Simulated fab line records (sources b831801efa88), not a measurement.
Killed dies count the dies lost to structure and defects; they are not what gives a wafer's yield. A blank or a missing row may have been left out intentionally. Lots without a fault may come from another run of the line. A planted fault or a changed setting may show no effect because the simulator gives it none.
fab line records | flow gf180mcu
record: lots: 12 wafers: 35 last_day: 34
route steps=602 shown CONTACT@301 M1@315
lots with no fault: from the same line, run without faults
start_h: the number of hours between the record's first day and the start of the first shown wafer of the lot | wait_h: hours from the lot's prior step to this one | " unchanged from the row above | L1.1+2: several wafers, shown together as one row | - no value present, or no start provided | * or withheld: withheld | < > ~ a bound
route shown NAME@n: NAME is a module with steps in the file, n the number in the route of the first one | usual: mean/standard deviation taken from wafers without a fault | same: alike in all rows | chamber/n: place in a boat | sites: per-site readings | _std_site: the values' standard deviation | _edge_site: inner sites' mean taken away from outer sites' mean | radius_mm: for every site, how far away it sits from the centre of the wafer | mask NAME#n: copy n | behind: the most recent tool/chamber to have shaped the wafer | hold: cause of the lot's hold/its duration in hours/its outcome | device: whichever transistor did not switch (one of n, p or np) | end of line: the route-end tests of the same wafers | a step given without rows: its recipe and nothing more | killed: not the wafer's yield, but the dies lost to structure and defects at the first sort | map: a wafer's dies, marking killed ones x, the rest . and places with no die _
set.NAME: the setting the step ran with; set.NAME@STEP: the setting that earlier step ran with | model.NAME: the simulator's own value behind a step, which no gauge read
a sample of lots followed through the steps of the route, with each step as a table and each wafer as a row
services: from which hour (start_h, from the record's first day; less than 0 if before it) a tool's chamber was out of use, for how many hours, and why
== steps ==
step: GF_CONTACT_CD_MEAS_14
recipe: target_cd_nm: 220
usual: cd_nm: 219.5/1.6
columns lot.wafer tool chamber start_h wait_h cd_nm
L504.2 cd_sem-01 - 361.59 0.1 217.9
L504.4 " - " " 219.0
L504.5 " - " " 218.8
L506.2 cd_sem-01 - 378.08 0.1 217.1
L506.3 " - " " 217.9
L506.6 " - " " 218.7
L507.3 cd_sem-01 - 390.06 0.1 220.5
L507.4 " - " " 220.3
L507.6 " - " " 219.4
L508.2 cd_sem-01 - 397.04 0.1 216.7
L508.3 " - " " 215.3
L508.5 " - " " 216.8
L509.1 cd_sem-02 - 406.48 0.1 218.0
L509.3 " - " " 216.4
L509.6 " - " " 217.0
L510.1 cd_sem-01 - 413.86 0.1 222.8
L510.4 " - " " 222.4
L510.6 " - " " 223.9
L511.4 cd_sem-02 - 424.15 0.1 219.0
L511.5 " - " " 220.6
L511.6 " - " " 219.9
L512.2 cd_sem-02 - 434.39 0.1 219.9
L512.4 " - " " 219.9
L512.5 " - " " 218.3
L513.1 cd_sem-01 - 448.87 0.1 219.5
L513.3 " - " " 219.0
L513.6 " - " " 220.3
L514.2 cd_sem-02 - 458.89 0.1 221.8
L514.4 " - " " 223.0
L514.6 " - " " 222.9
L521.4 cd_sem-01 - 511.22 0.1 217.5
L521.5 " - " " 218.0
L525.1 cd_sem-01 - 541.77 0.1 221.4
L525.2 " - " " 218.9
L525.5 " - " " 219.9
step: GF_M1_SPUTTER_00
recipe: material: Ti target_thk_nm: 37.5 arriving_ion_energy_ev: 80 substrate_temp_c: 200 chamber_pressure_pa: 2 power_w: 4000 time_s: 150
usual: cathode_dc_power_W: 4000.0/0.74 throttle_valve_pct: 30.3/0.75
columns lot.wafer tool chamber start_h wait_h cathode_dc_power_W throttle_valve_pct
L504.2 pvd_sputter-04 - 362.87 0.2 3999.7 31.0
L504.4 " - " " 4000.8 29.1
L504.5 " - " " 3999.0 30.5
L506.2 pvd_sputter-03 - 379.36 0.2 3998.9 29.6
L506.3 " - " " 4000.5 30.2
L506.6 " - " " 4000.3 28.4
L507.3 pvd_sputter-01 - 391.33 0.2 4000.0 30.1
L507.4 " - " " 4000.5 30.1
L507.6 " - " " 3999.6 31.4
L508.2 pvd_sputter-04 - 398.32 0.1 3999.9 30.8
L508.3 " - " " 3999.9 29.4
L508.5 " - " " 4000.1 31.0
L509.1 pvd_sputter-04 - 408.23 0.1 3999.3 30.9
L509.3 " - " " 4000.5 28.9
L509.6 " - " " 3999.1 30.9
L510.1 pvd_sputter-03 - 415.16 0.2 3999.6 28.4
L510.4 " - " " 4000.9 30.0
L510.6 " - " " 4000.4 28.3
L511.4 pvd_sputter-01 - 425.50 0.1 3999.9 30.2
L511.5 " - " " 4001.1 31.0
L511.6 " - " " 3998.7 30.0
L512.2 pvd_sputter-01 - 435.76 0.2 3999.2 30.2
L512.4 " - " " 3999.3 31.2
L512.5 " - " " 3999.3 30.3
L513.1 pvd_sputter-04 - 450.19 0.1 4000.0 30.6
L513.3 " - " " 4000.1 30.8
L513.6 " - " " 3999.6 31.0
L514.2 pvd_sputter-04 - 460.18 0.2 4001.0 30.8
L514.4 " - " " 4000.7 31.1
L514.6 " - " " 3998.7 30.9
L521.4 pvd_sputter-01 - 512.55 0.1 3999.9 30.3
L521.5 " - " " 3999.1 31.2
L525.1 pvd_sputter-04 - 543.10 0.1 4000.5 30.9
L525.2 " - " " 4001.0 30.8
L525.5 " - " " 3999.5 30.5
step: GF_M1_SPUTTER_02
recipe: material: AlCu target_thk_nm: 450 power_w: 10600 time_s: 23.9 chamber_pressure_pa: 0.4
usual: cathode_dc_power_W: 10600/2.1 throttle_valve_pct: 30.3/0.75
columns lot.wafer tool chamber start_h wait_h cathode_dc_power_W throttle_valve_pct
L504.2 pvd_sputter-04 - 363.00 0.0 10602 31.0
L504.4 " - " " 10598 29.3
L504.5 " - " " 10599 30.8
L506.2 pvd_sputter-03 - 379.51 0.0 10600 29.8
L506.3 " - " " 10596 30.3
L506.6 " - " " 10601 28.0
L507.3 pvd_sputter-01 - 391.46 0.0 10600 30.0
L507.4 " - " " 10602 30.6
L507.6 " - " " 10596 31.2
L508.2 pvd_sputter-04 - 398.45 0.0 10600 30.7
L508.3 " - " " 10599 29.2
L508.5 " - " " 10603 31.0
L509.1 pvd_sputter-04 - 408.36 0.0 10599 31.1
L509.3 " - " " 10601 29.0
L509.6 " - " " 10599 30.8
L510.1 pvd_sputter-03 - 415.29 0.0 10601 28.3
L510.4 " - " " 10604 29.8
L510.6 " - " " 10602 28.2
L511.4 pvd_sputter-01 - 425.63 0.0 10597 30.0
L511.5 " - " " 10601 31.3
L511.6 " - " " 10601 30.3
L512.2 pvd_sputter-01 - 435.89 0.0 10601 29.9
L512.4 " - " " 10602 31.3
L512.5 " - " " 10599 30.2
L513.1 pvd_sputter-04 - 450.32 0.0 10599 30.5
L513.3 " - " " 10603 30.8
L513.6 " - " " 10596 30.8
L514.2 pvd_sputter-04 - 460.31 0.0 10601 30.6
L514.4 " - " " 10598 30.9
L514.6 " - " " 10599 30.6
L521.4 pvd_sputter-01 - 512.69 0.0 10599 30.1
L521.5 " - " " 10600 31.0
L525.1 pvd_sputter-04 - 543.23 0.0 10599 30.6
L525.2 " - " " 10601 30.6
L525.5 " - " " 10602 30.6
step: GF_M1_RS_MEAS_05
recipe: thk_meas_gauge: four-point-probe reads: TiN_of_M1_SPUTTER_04+Ti_of_M1_SPUTTER_03+AlCu_of_M1_SPUTTER_02+TiN_of_M1_SPUTTER_01+Ti_of_M1_SPUTTER_00
usual: M1_ALCU_RS: 0.0695/0.00073
columns lot.wafer tool chamber start_h wait_h M1_ALCU_RS[ohm/sq]
L504.2 film_metro-02 - 363.11 0.0 0.0697
L504.4 " - " " 0.0692
L504.5 " - " " 0.0692
L506.2 film_metro-01 - 379.62 0.0 0.0710
L506.3 " - " " 0.0695
L506.6 " - " " 0.0700
L507.3 film_metro-01 - 391.59 0.1 0.0696
L507.4 " - " " 0.0711
L507.6 " - " " 0.0695
L508.2 film_metro-03 - 398.56 0.0 0.0698
L508.3 " - " " 0.0702
L508.5 " - " " 0.0708
L509.1 film_metro-03 - 408.45 0.0 0.0702
L509.3 " - " " 0.0690
L509.6 " - " " 0.0706
L510.1 film_metro-01 - 415.38 0.0 0.0702
L510.4 " - " " 0.0699
L510.6 " - " " 0.0696
L511.4 film_metro-02 - 425.78 0.1 0.0692
L511.5 " - " " 0.0685
L511.6 " - " " 0.0693
L512.2 film_metro-01 - 436.00 0.0 0.0702
L512.4 " - " " 0.0691
L512.5 " - " " 0.0702
L513.1 film_metro-02 - 450.41 0.0 0.0690
L513.3 " - " " 0.0702
L513.6 " - " " 0.0695
L514.2 film_metro-03 - 460.42 0.0 0.0689
L514.4 " - " " 0.0679
L514.6 " - " " 0.0692
L521.4 film_metro-02 - 512.84 0.1 0.0878
L521.5 " - " " 0.0682
L525.1 film_metro-01 - 543.32 0.0 0.0702
L525.2 " - " " 0.0696
L525.5 " - " " 0.0693
step: GF_M1_THK_MEAS_06
recipe: thk_meas_gauge: xrf reads: AlCu_of_M1_SPUTTER_02
usual: M1_ALCU_THK: 449/5.4
columns lot.wafer tool chamber start_h wait_h M1_ALCU_THK[nm]
L504.2 film_metro-02 - 363.22 0.1 448
L504.4 " - " " 452
L504.5 " - " " 454
L506.2 film_metro-01 - 379.73 0.1 439
L506.3 " - " " 447
L506.6 " - " " 443
L507.3 film_metro-01 - 391.69 0.1 447
L507.4 " - " " 439
L507.6 " - " " 449
L508.2 film_metro-03 - 398.67 0.1 450
L508.3 " - " " 449
L508.5 " - " " 441
L509.1 film_metro-03 - 408.57 0.1 445
L509.3 " - " " 453
L509.6 " - " " 442
L510.1 film_metro-01 - 415.50 0.1 440
L510.4 " - " " 443
L510.6 " - " " 447
L511.4 film_metro-02 - 425.87 0.1 452
L511.5 " - " " 459
L511.6 " - " " 450
L512.2 film_metro-01 - 436.11 0.1 439
L512.4 " - " " 445
L512.5 " - " " 439
L513.1 film_metro-02 - 450.53 0.1 455
L513.3 " - " " 447
L513.6 " - " " 450
L514.2 film_metro-03 - 460.53 0.1 454
L514.4 " - " " 460
L514.6 " - " " 451
L521.4 film_metro-02 - 512.93 0.1 358
L521.5 " - " " 461
L525.1 film_metro-01 - 543.44 0.1 444
L525.2 " - " " 445
L525.5 " - " " 448
step: GF_M1_OVL_MEAS_15
usual: M1_OVL: 3/5.2
columns lot.wafer tool chamber start_h wait_h M1_OVL[nm]
L504.2 overlay-02 - 385.38 0.1 12
L504.4 " - " " 1
L504.5 " - " " 1
L506.2 overlay-02 - 402.45 0.1 -4
L506.3 " - " " 1
L506.6 " - " " -2
L507.3 overlay-02 - 414.71 0.1 6
L507.4 " - " " 5
L507.6 " - " " 8
L508.2 overlay-02 - 422.44 0.1 6
L508.3 " - " " 0
L508.5 " - " " -3
L509.1 overlay-01 - 432.88 0.1 6
L509.3 " - " " 5
L509.6 " - " " 3
L510.1 overlay-01 - 439.88 0.1 4
L510.4 " - " " 8
L510.6 " - " " -1
L511.4 overlay-01 - 450.50 0.1 -1
L511.5 " - " " -3
L511.6 " - " " -1
L512.2 overlay-01 - 460.20 0.1 9
L512.4 " - " " 7
L512.5 " - " " 8
L513.1 overlay-01 - 474.63 0.1 4
L513.3 " - " " -6
L513.6 " - " " -3
L514.2 overlay-01 - 484.25 0.1 8
L514.4 " - " " 13
L514.6 " - " " 10
L521.4 overlay-01 - 535.84 0.1 -5
L521.5 " - " " 2
L525.1 overlay-02 - 565.94 0.1 -4
L525.2 " - " " 0
L525.5 " - " " -4
== services ==
columns tool chamber start_h hours kind
pvd_sputter-01 - 349.48 2.6 repair
pvd_sputter-03 0 401.33 - consumable_replace:kit
pvd_sputter-03 0 401.33 18.0 scheduled_down
pvd_sputter-03 0 401.33 18.0 vent_cycle
pvd_sputter-04 1 435.02 - consumable_replace:kit
pvd_sputter-04 1 435.02 18.0 scheduled_down
pvd_sputter-04 1 435.02 18.0 vent_cycle
pvd_sputter-03 - 446.95 9.6 repair
pvd_sputter-01 - 483.10 1.8 repair
pvd_sputter-01 - 484.83 1.9 repair
pvd_sputter-01 1 532.60 - consumable_replace:kit
pvd_sputter-01 1 532.60 18.0 scheduled_down
pvd_sputter-01 1 532.60 18.0 vent_cycle
== key ==
first_sign: step: GF_M1_RS_MEAS_05 reading: M1_ALCU_RS direction: up sigmas: 25 usual: 0.0695 struck: 0.0878
effect: step: GF_M1_THK_MEAS_06 reading: M1_ALCU_THK direction: down sigmas: 17 usual: 449 struck: 358
met_at GF_M1_SPUTTER_02
struck_lots L521
struck_wafers L521.4
not_acting_at GF_CONTACT_CD_MEAS_14,GF_M1_SPUTTER_00,GF_M1_OVL_MEAS_15
onset_between 435.89 512.69
fault: kind: process_parameter_drift tool: pvd_sputter-01 chamber: - onset_h: 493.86 steps: GF_M1_SPUTTER_02 channel: target_thk_nm offset: -90.228 shape: step end_h: 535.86 scope: struck_wafers_only acts_in: these_recipes_only stated: 450
